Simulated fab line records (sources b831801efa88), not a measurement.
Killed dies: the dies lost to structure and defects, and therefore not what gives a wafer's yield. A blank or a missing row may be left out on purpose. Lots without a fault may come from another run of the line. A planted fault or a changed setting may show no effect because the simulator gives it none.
Matching of chambers	flow sky130	SKY_FIELD_ISO_CMP_27 on cmp-02: 4 sister chambers
The step polishes, stops on Si3N4, t overpolish 16 s, target thk 457.8 nm. 8 wafers are shown with their chamber, then 8 later ones without.

## WAFERS, EACH WITH ITS CHAMBER
wafer	chamber	motor current A (A)	time to endpoint s (s)
L231.6	3	12.4	111
L234.4	0	11.4	108
L234.5	0	12.0	109
L235.1	1	12.8	108
L235.3	3	12.5	111
L236.1	1	13.3	107
L236.5	2	11.9	115
L237.3	2	12.1	112

## WAFERS WITHOUT THEIR CHAMBER
wafer	motor current A (A)	time to endpoint s (s)
L237.4	11.9	109
L237.6	12.2	105
L242.2	12.9	111
L242.5	12.7	116
L242.6	11.5	115
L243.2	11.2	119
L243.3	13.0	113
L243.6	12.2	123

## EACH ONE'S CHAMBER
wafer	from the rows above	in truth
L237.4	can't be placed: 0 or 3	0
L237.6	can't be placed: 0 or 1 or 3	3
L242.2	can't be placed: 3 or 1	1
L242.5	can't be placed: 2 or 3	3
L242.6	2	2
L243.2	2	2
L243.3	can't be placed: 3 or 2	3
L243.6	2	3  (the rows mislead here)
Correctly placed: 2 of 8. Can't be placed from these rows: 5 (the true chamber is among the candidates in 5). Wrongly placed: 1.
How it was worked out, from the rows above alone: a wafer's distance from a chamber is the root of the sum, over the readings, of the square of ((its reading less the chamber's mean) divided by the reading's scatter). If the next closest chamber is less than 2 further off than the closest, the wafer can't be placed; otherwise it belongs to the closest. A chamber's mean is the mean of its shown wafers. The scatter: the root of (the sum of the squares of (reading less its chamber's mean) over the shown wafers, divided by (wafers less chambers)).
